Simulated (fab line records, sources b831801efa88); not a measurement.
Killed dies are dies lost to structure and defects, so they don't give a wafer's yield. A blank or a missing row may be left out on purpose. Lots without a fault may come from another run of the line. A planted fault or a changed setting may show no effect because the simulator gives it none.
fab line records | flow sky130
record lots=5 wafers=15 last_day=49
route steps=708 shown VT_ADJUST_HVTP@87 VT_ADJUST_LVTN@97 VT_ADJUST_NCORE@119 VT_ADJUST_HVTR@142 VT_ADJUST_PCH@153 SONOS_TUNNEL@166 PAD_OPEN@708
lots that met no fault: from a run of the same line without faults
start_h: hours from the record's first day to the start of the lot's first wafer shown | wait_h: hours since the lot's step before | " the same as in the row above | L1.1+2: a row that stands for several wafers | - no value, or no start given | * or withheld: withheld | < > ~ a bound
route shown NAME@n: a module of which the file shows steps, and the number in the route of the first | usual: mean/standard deviation of fault-free wafers | same: alike in all rows | chamber/n: place in a boat | sites: the reading at each site | _std_site: their standard deviation | _edge_site: outer sites' mean less inner sites' | radius_mm: how far each site lies from the wafer's centre | mask NAME#n: copy n | behind: the tool/chamber that last shaped the wafer | hold: why the lot was held/for how many hours/how that ended | device: the transistor (n, p or np) that didn't switch | end of line: the same wafers' tests at the end of the route | a step without rows: its recipe alone | killed: dies lost to structure and defects at the first sort, not the wafer's yield | map: a wafer's dies, x killed, . not, _ none there
set.NAME: the setting as run; set.NAME@STEP: as run at that earlier step | model.NAME: the simulator's own value behind a step, which no gauge read
lots at some steps of the route; a table a step, a row a wafer
## steps
# step SKY_VT_ADJUST_HVTP_COAT_02
# recipe resist=NOVOLAK spin_rpm=3000 resist_thk_nm=1140
# step SKY_VT_ADJUST_HVTP_SOFTBAKE_03
# recipe temp_c=90 time_s=60 resist=NOVOLAK
# step SKY_VT_ADJUST_HVTP_EXPOSE_04
# recipe mask_id=HVTPM na=0.6 source_shape=conventional sigma_outer=0.6 polarization=unpolarized target_cd_nm=380 dose_mj=140
# step SKY_VT_ADJUST_HVTP_PEB_05
# recipe temp_c=withheld time_s=* resist=NOVOLAK
# step SKY_VT_ADJUST_HVTP_DEVELOP_06
# recipe resist=NOVOLAK developer=TMAH develop_time_s=60 dev_temp_c=22.19
# step SKY_VT_ADJUST_HVTP_IMPLANT_09
# recipe species=As energy_kev=150 dose_cm2=4.3e+12 tilt_deg=withheld
# step SKY_VT_ADJUST_HVTP_STRIP_10
# recipe chemistry=O2/N2 power_w=1400 pressure_mtorr=1500 platen_temp_c=withheld o2_flow_sccm=3000 n2_flow_sccm=300 overash_fraction=0.5
# step SKY_VT_ADJUST_LVTN_DEHYDRATE_00
# recipe temp_c=200 time_s=60
# step SKY_VT_ADJUST_LVTN_HMDS_01
# recipe prime_time_s=60 prime_temp_c=120
# step SKY_VT_ADJUST_LVTN_COAT_02
# recipe spin_rpm=2000 resist_thk_nm=3000
# usual chill_plate_temp_C=23.00/0.097 dispense_pressure_kPa=52.0/2 exhaust_pa=44.9/0.84
# columns lot.wafer tool chamber start_h wait_h chill_plate_temp_C dispense_pressure_kPa exhaust_pa
L957.3 litho_track-01 0 176.50 0.1 22.98 50.5 44.5
L957.5 " 0 " " 23.02 50.5 44.8
L957.6 " 0 " " 22.93 50.5 44.4
L961.1 litho_track-04 - 202.41 0.1 - - -
L961.2 " - " " - - -
L961.4 " - " " - - -
L962.4 litho_track-04 - 206.84 0.1 - - -
L962.5 " - " " - - -
L962.6 " - " " - - -
L963.1 litho_track-01 - 213.80 0.1 - - -
L963.3 " - " " - - -
L963.4 " - " " - - -
L967.2 litho_track-01 0 243.23 0.1 23.07 50.5 45.2
L967.4 " 0 " " 22.93 50.6 46.4
L967.6 " 0 " " 23.03 50.5 45.2
# step SKY_VT_ADJUST_LVTN_SOFTBAKE_03
# recipe temp_c=110 time_s=withheld
# step SKY_VT_ADJUST_LVTN_EXPOSE_04
# recipe mask_id=NWM_COMPLEMENT_LESS_NATIVE na=0.6 source_shape=conventional sigma_outer=0.6 polarization=unpolarized target_cd_nm=840 dose_mj=194
# step SKY_VT_ADJUST_LVTN_PEB_05
# recipe temp_c=115 time_s=withheld
# step SKY_VT_ADJUST_LVTN_DEVELOP_06
# recipe wall_angle_deg=90 developer=TMAH develop_time_s=60 dev_temp_c=23
# step SKY_VT_ADJUST_LVTN_OVL_MEAS_07
# usual VT_ADJUST_LVTN_OVL=-0.2/1.2
# columns lot.wafer tool chamber start_h wait_h VT_ADJUST_LVTN_OVL[nm]
L957.3 overlay-02 - 186.67 - -2.5
L957.5 " - " " -1.7
L957.6 " - " " -0.7
L961.1 overlay-02 - 212.87 - -
L961.2 " - " " -
L961.4 " - " " -
L962.4 overlay-02 - 217.47 - -
L962.5 " - " " -
L962.6 " - " " -
L963.1 overlay-02 - 225.05 - -
L963.3 " - " " -
L963.4 " - " " -
L967.2 overlay-01 - 255.16 - 1.3
L967.4 " - " " -0.3
L967.6 " - " " -0.1
# step SKY_VT_ADJUST_LVTN_IMPLANT_08
# recipe species=B energy_kev=30 dose_cm2=1.57e+12 tilt_deg=withheld
# step SKY_VT_ADJUST_LVTN_STRIP_09
# recipe chemistry=O2/N2 power_w=1400 pressure_mtorr=1500 platen_temp_c=withheld o2_flow_sccm=3000 n2_flow_sccm=300 overash_fraction=0.5
# step SKY_VT_ADJUST_LVTN_DEHYDRATE_11
# recipe temp_c=200 time_s=60
# step SKY_VT_ADJUST_LVTN_HMDS_12
# recipe prime_time_s=60 prime_temp_c=120
# step SKY_VT_ADJUST_LVTN_COAT_13
# recipe resist=NOVOLAK spin_rpm=3000 resist_thk_nm=1140
# step SKY_VT_ADJUST_LVTN_SOFTBAKE_14
# recipe temp_c=90 time_s=60 resist=NOVOLAK
# step SKY_VT_ADJUST_LVTN_EXPOSE_15
# recipe mask_id=HVN_STD_DERIVED na=0.6 source_shape=conventional sigma_outer=0.6 polarization=unpolarized target_cd_nm=600 dose_mj=163
# step SKY_VT_ADJUST_LVTN_PEB_16
# recipe temp_c=withheld time_s=* resist=NOVOLAK
# step SKY_VT_ADJUST_LVTN_DEVELOP_17
# recipe resist=NOVOLAK developer=TMAH develop_time_s=60 dev_temp_c=23
# step SKY_VT_ADJUST_LVTN_IMPLANT_19
# recipe species=B energy_kev=30 dose_cm2=6.5e+11 tilt_deg=withheld
# step SKY_VT_ADJUST_LVTN_STRIP_20
# recipe chemistry=O2/N2 power_w=1400 pressure_mtorr=1500 platen_temp_c=withheld o2_flow_sccm=3000 n2_flow_sccm=300 overash_fraction=0.5
# step SKY_VT_ADJUST_LVTN_TW_MEAS_21
# usual VT_ADJUST_LVTN_2_TW=189.0/1.4
# columns lot.wafer tool chamber start_h wait_h VT_ADJUST_LVTN_2_TW
L957.3 film_metro-02 - 208.67 0.1 190.5
L957.5 " - " " 190.3
L957.6 " - " " 190.0
L961.1 film_metro-03 - 235.84 0.1 269.8
L961.2 " - " " 268.0
L961.4 " - " " 268.0
L962.4 film_metro-03 - 239.88 0.1 267.9
L962.5 " - " " 268.2
L962.6 " - " " 267.5
L963.1 film_metro-04 - 249.04 0.1 266.9
L963.3 " - " " 266.7
L963.4 " - " " 264.9
L967.2 film_metro-04 - 279.61 0.1 186.3
L967.4 " - " " 188.1
L967.6 " - " " 187.4
# step SKY_VT_ADJUST_NCORE_DEHYDRATE_00
# recipe temp_c=200 time_s=60
# step SKY_VT_ADJUST_NCORE_HMDS_01
# recipe prime_time_s=60 prime_temp_c=120
# step SKY_VT_ADJUST_NCORE_COAT_02
# recipe resist=NOVOLAK spin_rpm=3000 resist_thk_nm=1121
# step SKY_VT_ADJUST_NCORE_SOFTBAKE_03
# recipe temp_c=90 time_s=60 resist=NOVOLAK
# step SKY_VT_ADJUST_NCORE_EXPOSE_04
# recipe mask_id=LVTN_COMPLEMENT_THIN na=0.6 source_shape=conventional sigma_outer=0.6 polarization=unpolarized target_cd_nm=380 dose_mj=139
# step SKY_VT_ADJUST_NCORE_PEB_05
# recipe temp_c=withheld time_s=* resist=NOVOLAK
# step SKY_VT_ADJUST_NCORE_DEVELOP_06
# recipe resist=NOVOLAK developer=TMAH develop_time_s=60 dev_temp_c=23
# step SKY_VT_ADJUST_NCORE_IMPLANT_09
# recipe species=B energy_kev=10 dose_cm2=2.4e+12 tilt_deg=withheld
# step SKY_VT_ADJUST_NCORE_TW_MEAS_11
# usual VT_ADJUST_NCORE_TW=219.2/1.9
# columns lot.wafer tool chamber start_h wait_h VT_ADJUST_NCORE_TW
L957.3 film_metro-03 - 231.14 0.1 221.0
L957.5 " - " " 219.8
L957.6 " - " " 220.6
L961.1 film_metro-03 - 259.22 0.1 285.7
L961.2 " - " " 286.8
L961.4 " - " " 285.1
L962.4 film_metro-01 - 263.65 0.1 280.3
L962.5 " - " " 280.2
L962.6 " - " " 280.5
L963.1 film_metro-01 - 273.29 0.1 280.3
L963.3 " - " " 279.3
L963.4 " - " " 279.2
L967.2 film_metro-01 - 305.00 0.2 217.1
L967.4 " - " " 218.6
L967.6 " - " " 217.8
# step SKY_VT_ADJUST_HVTR_TW_MEAS_11
# usual VT_ADJUST_HVTR_TW=209.9/1.3
# columns lot.wafer tool chamber start_h wait_h VT_ADJUST_HVTR_TW
L957.3 film_metro-04 - 254.20 0.1 209.6
L957.5 " - " " 210.0
L957.6 " - " " 210.1
L961.1 film_metro-04 - 284.41 0.1 277.8
L961.2 " - " " 275.8
L961.4 " - " " 277.1
L962.4 film_metro-04 - 287.97 0.1 275.7
L962.5 " - " " 276.0
L962.6 " - " " 278.7
L963.1 film_metro-04 - 298.84 0.1 278.3
L963.3 " - " " 278.8
L963.4 " - " " 277.3
L967.2 film_metro-04 - 330.90 0.1 208.9
L967.4 " - " " 209.3
L967.6 " - " " 209.5
# step SKY_VT_ADJUST_PCH_TW_MEAS_10
# usual VT_ADJUST_PCH_TW=142.6/1.2
# columns lot.wafer tool chamber start_h wait_h VT_ADJUST_PCH_TW
L957.3 film_metro-04 - 278.44 0.1 142.1
L957.5 " - " " 141.9
L957.6 " - " " 142.9
L961.1 film_metro-01 - 309.62 0.1 249.9
L961.2 " - " " 249.5
L961.4 " - " " 249.3
L962.4 film_metro-03 - 312.48 0.1 251.3
L962.5 " - " " 252.0
L962.6 " - " " 252.3
L963.1 film_metro-04 - 324.11 0.1 250.1
L963.3 " - " " 249.6
L963.4 " - " " 250.1
L967.2 film_metro-03 - 358.48 0.1 143.4
L967.4 " - " " 143.8
L967.6 " - " " 143.7
# step SKY_SONOS_TUNNEL_TW_MEAS_12
# usual SONOS_TUNNEL_TW=197.6/1.2
# columns lot.wafer tool chamber start_h wait_h SONOS_TUNNEL_TW
L957.3 film_metro-04 - 303.56 0.0 197.8
L957.5 " - " " 198.1
L957.6 " - " " 197.6
L961.1 film_metro-04 - 336.53 0.0 270.1
L961.2 " - " " 269.2
L961.4 " - " " 268.5
L962.4 film_metro-04 - 338.81 0.0 269.1
L962.5 " - " " 269.7
L962.6 " - " " 270.3
L963.1 film_metro-03 - 351.53 0.0 271.9
L963.3 " - " " 273.2
L963.4 " - " " 272.1
L967.2 film_metro-04 - 387.03 0.0 197.1
L967.4 " - " " 196.0
L967.6 " - " " 195.2
# step SKY_PAD_OPEN_PROBE_99
# usual killed_at_M0_to_M3=43/7.3 killed_at_M4_up=3.5/2.2 killed_at_contacts=24/5.3 killed_at_front_end=15/4.2 killed_at_other=0.3/0.67 killed_dies=86/9.8 killed_on_rim=17/3.8 killed_open=47/7.2 killed_short=39/6.5
# same gross_dies=492 killed_at_back_side=0
# columns lot.wafer tool chamber start_h wait_h killed_at_M0_to_M3 killed_at_M4_up killed_at_contacts killed_at_front_end killed_at_other killed_dies killed_on_rim killed_open killed_short
L957.3 prober-01 - 1155.71 0.2 38 4 22 14 0 78 13 42 36
L957.5 prober-01 - 1155.81 0.2 30 3 22 16 0 71 12 39 32
L957.6 prober-01 - 1155.86 0.2 47 3 19 9 0 78 16 45 33
L961.1 prober-02 - 1157.11 0.1 36 2 43 411 0 492 96 54 48
L961.2 prober-02 - 1157.16 0.1 44 2 16 430 0 492 96 38 36
L961.4 prober-02 - 1157.26 0.2 41 4 27 420 0 492 96 49 44
L963.1 prober-02 - 1158.61 0.1 44 3 31 414 0 492 96 46 51
L963.3 prober-02 - 1158.71 0.2 47 2 32 411 0 492 96 45 51
L963.4 prober-02 - 1158.76 0.2 38 3 17 434 0 492 96 36 32
L962.4 prober-02 - 1160.26 0.2 36 1 22 432 1 492 96 44 27
L962.5 prober-02 - 1160.31 0.2 42 4 32 413 1 492 96 41 51
L962.6 prober-02 - 1160.36 0.2 56 4 23 408 1 492 96 46 48
L967.2 prober-02 - 1169.95 0.1 44 6 19 23 0 92 17 51 41
L967.4 prober-02 - 1170.05 0.2 41 2 22 10 0 75 11 38 37
L967.6 prober-02 - 1170.15 0.2 37 3 23 12 0 75 19 46 29
# killed by level:class
L957.3 VIA1:geometric_particle:open=10 LI_CONTACT:geometric_particle:open=9 METAL2:geometric_particle:short=8 VIA2:geometric_particle:open=7 CONTACT:geometric_particle:open=6 POLY_GATE:geometric_particle:short=6 VIA1:geometric_particle:short=4 FIELD_ISO:geometric_particle:open=3
L957.5 LI_CONTACT:geometric_particle:open=6 CONTACT:geometric_particle:open=6 POLY_GATE:geometric_particle:open=5 METAL2:geometric_particle:short=5 CONTACT:geometric_particle:short=4 VIA1:geometric_particle:open=4 VIA3:geometric_particle:open=4 FIELD_ISO:geometric_particle:short=3
L957.6 VIA1:geometric_particle:open=14 METAL2:geometric_particle:short=8 CONTACT:geometric_particle:open=7 LI_CONTACT:geometric_particle:open=6 VIA2:geometric_particle:open=6 METAL3:geometric_particle:short=4 POLY_GATE:geometric_particle:open=3 CONTACT:geometric_particle:short=3
L961.1 VT_ADJUST_LVTN:area_expose=390 CONTACT:geometric_particle:open=15 FIELD_ISO:geometric_particle:open=9 LI_CONTACT:geometric_particle:open=9 CONTACT:geometric_particle:short=9 VIA3:geometric_particle:open=8 FIELD_ISO:geometric_particle:short=5 LI_CONTACT:geometric_particle:short=5
L961.2 VT_ADJUST_LVTN:area_expose=418 VIA1:geometric_particle:open=13 CONTACT:geometric_particle:open=6 METAL2:geometric_particle:short=6 VIA3:geometric_particle:open=6 METAL1:geometric_particle:short=5 FIELD_ISO:geometric_particle:short=4 VIA2:geometric_particle:open=4
L961.4 VT_ADJUST_LVTN:area_expose=399 VIA2:geometric_particle:open=8 CONTACT:geometric_particle:short=8 CONTACT:geometric_particle:open=8 METAL1:geometric_particle:short=8 VIA3:geometric_particle:open=8 POLY_GATE:geometric_particle:open=6 FIELD_ISO:geometric_particle:open=5
L963.1 VT_ADJUST_LVTN:area_expose=395 CONTACT:geometric_particle:open=10 VIA1:geometric_particle:open=9 METAL2:geometric_particle:short=9 LI_CONTACT:geometric_particle:open=8 METAL1:geometric_particle:short=7 CONTACT:geometric_particle:short=7 VIA3:geometric_particle:open=7
L963.3 VT_ADJUST_LVTN:area_expose=396 VIA2:geometric_particle:open=10 VIA1:geometric_particle:open=9 LI_CONTACT:geometric_particle:open=7 LOCAL_INTERCONNECT:geometric_particle:short=7 CONTACT:geometric_particle:short=7 METAL2:geometric_particle:short=7 POLY_GATE:geometric_particle:short=5
L963.4 VT_ADJUST_LVTN:area_expose=424 VIA3:geometric_particle:open=10 LI_CONTACT:geometric_particle:open=7 METAL1:geometric_particle:short=6 VIA2:geometric_particle:open=6 METAL2:geometric_particle:short=6 FIELD_ISO:geometric_particle:open=4 VIA2:geometric_particle:short=4
L962.4 VT_ADJUST_LVTN:area_expose=420 VIA1:geometric_particle:open=10 LI_CONTACT:geometric_particle:open=8 METAL2:geometric_particle:short=6 VIA3:geometric_particle:open=6 FIELD_ISO:geometric_particle:open=4 CONTACT:geometric_particle:open=4 POLY_GATE:geometric_particle:short=3
L962.5 VT_ADJUST_LVTN:area_expose=400 LI_CONTACT:geometric_particle:open=10 VIA1:geometric_particle:short=9 VIA1:geometric_particle:open=9 FIELD_ISO:geometric_particle:short=7 CONTACT:geometric_particle:open=7 LOCAL_INTERCONNECT:geometric_particle:short=6 VIA2:geometric_particle:open=6
L962.6 VT_ADJUST_LVTN:area_expose=397 VIA2:geometric_particle:open=12 METAL1:geometric_particle:short=9 VIA1:geometric_particle:open=9 LI_CONTACT:geometric_particle:open=6 METAL2:geometric_particle:short=6 CONTACT:geometric_particle:short=6 CONTACT:geometric_particle:open=6
L967.2 VIA1:geometric_particle:open=12 VIA2:geometric_particle:open=7 FIELD_ISO:geometric_particle:short=6 LI_CONTACT:geometric_particle:open=6 METAL3:geometric_particle:short=6 VIA3:geometric_particle:open=6 POLY_GATE:geometric_particle:open=5 METAL1:geometric_particle:short=5
L967.4 CONTACT:geometric_particle:open=11 VIA1:geometric_particle:open=8 LOCAL_INTERCONNECT:geometric_particle:short=5 VIA1:geometric_particle:short=5 VIA2:geometric_particle:open=5 METAL2:geometric_particle:short=4 VIA2:geometric_particle:short=4 METAL3:geometric_particle:short=4
L967.6 VIA1:geometric_particle:open=14 CONTACT:geometric_particle:open=9 LI_CONTACT:geometric_particle:open=6 POLY_GATE:geometric_particle:open=5 METAL1:geometric_particle:short=5 CONTACT:geometric_particle:short=4 VIA2:geometric_particle:open=4 POLY_GATE:geometric_particle:short=3
# map L961.1 (x killed, . not)
__________xxxxxxxxxx_________
________xxxxxxxxxxxxxx_______
______xxxxxxxxxxxxxxxxxx_____
_____xxxxxxxxxxxxxxxxxxxx____
____xxxxxxxxxxxxxxxxxxxxxx___
___xxxxxxxxxxxxxxxxxxxxxxxx__
__xxxxxxxxxxxxxxxxxxxxxxxxxx_
_xxxxxxxxxxxxxxxxxxxxxxxxxxxx
_xxxxxxxxxxxxxxxxxxxxxxxxxxxx
_xxxxxxxxxxxxxxxxxxxxxxxxxxxx
_xxxxxxxxxxxxxxxxxxxxxxxxxxxx
_xxxxxxxxxxxxxxxxxxxxxxxxxxxx
_xxxxxxxxxxxxxxxxxxxxxxxxxxxx
_xxxxxxxxxxxxxxxxxxxxxxxxxxxx
_xxxxxxxxxxxxxxxxxxxxxxxxxxxx
__xxxxxxxxxxxxxxxxxxxxxxxxxx_
___xxxxxxxxxxxxxxxxxxxxxxxx__
____xxxxxxxxxxxxxxxxxxxxxx___
_____xxxxxxxxxxxxxxxxxxxx____
______xxxxxxxxxxxxxxxxxx_____
________xxxxxxxxxxxxxx_______
__________xxxxxxxxxx_________
# map L962.4 (x killed, . not)
__________xxxxxxxxxx_________
________xxxxxxxxxxxxxx_______
______xxxxxxxxxxxxxxxxxx_____
_____xxxxxxxxxxxxxxxxxxxx____
____xxxxxxxxxxxxxxxxxxxxxx___
___xxxxxxxxxxxxxxxxxxxxxxxx__
__xxxxxxxxxxxxxxxxxxxxxxxxxx_
_xxxxxxxxxxxxxxxxxxxxxxxxxxxx
_xxxxxxxxxxxxxxxxxxxxxxxxxxxx
_xxxxxxxxxxxxxxxxxxxxxxxxxxxx
_xxxxxxxxxxxxxxxxxxxxxxxxxxxx
_xxxxxxxxxxxxxxxxxxxxxxxxxxxx
_xxxxxxxxxxxxxxxxxxxxxxxxxxxx
_xxxxxxxxxxxxxxxxxxxxxxxxxxxx
_xxxxxxxxxxxxxxxxxxxxxxxxxxxx
__xxxxxxxxxxxxxxxxxxxxxxxxxx_
___xxxxxxxxxxxxxxxxxxxxxxxx__
____xxxxxxxxxxxxxxxxxxxxxx___
_____xxxxxxxxxxxxxxxxxxxx____
______xxxxxxxxxxxxxxxxxx_____
________xxxxxxxxxxxxxx_______
__________xxxxxxxxxx_________
## key
first_sign step=SKY_VT_ADJUST_LVTN_COAT_02 reading=tool_record direction=missing
effect step=SKY_VT_ADJUST_LVTN_OVL_MEAS_07 reading=VT_ADJUST_LVTN_OVL direction=missing
effect step=SKY_VT_ADJUST_LVTN_TW_MEAS_21 reading=VT_ADJUST_LVTN_2_TW direction=up sigmas=55 usual=189.0 struck=267.5
effect step=SKY_VT_ADJUST_NCORE_TW_MEAS_11 reading=VT_ADJUST_NCORE_TW direction=up sigmas=33 usual=219.2 struck=281.9
effect step=SKY_VT_ADJUST_HVTR_TW_MEAS_11 reading=VT_ADJUST_HVTR_TW direction=up sigmas=51 usual=209.9 struck=277.3
effect step=SKY_VT_ADJUST_PCH_TW_MEAS_10 reading=VT_ADJUST_PCH_TW direction=up sigmas=92 usual=142.6 struck=250.5
effect step=SKY_SONOS_TUNNEL_TW_MEAS_12 reading=SONOS_TUNNEL_TW direction=up sigmas=59 usual=197.6 struck=270.4
effect step=SKY_PAD_OPEN_PROBE_99 reading=killed_at_front_end direction=up sigmas=97 usual=15 struck=419
more_kills_born_at SKY_VT_ADJUST_LVTN_EXPOSE_04@iline_stepper-01=2424 SKY_VT_ADJUST_LVTN_EXPOSE_04@iline_stepper-02=1215
met_at SKY_VT_ADJUST_LVTN_COAT_02
struck_wafers L961.1,L961.2,L961.4,L962.4,L962.5,L962.6,L963.1,L963.3,L963.4
tester_left_out L961,L962,L963
onset_between 176.50 202.41
fault kind=skipped_step_whole tool=litho_track-01,litho_track-04 chamber=- onset_h=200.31 steps=SKY_VT_ADJUST_LVTN_COAT_02 scope=struck_lots_only
# tester_left_out: of these lots the tester's yield and bins aren't shown, on N5 and GAA mostly nor the transistor test; their killed dies are dies lost to structure and defects alone, not to doping, threshold or leakage, so they don't give the yield
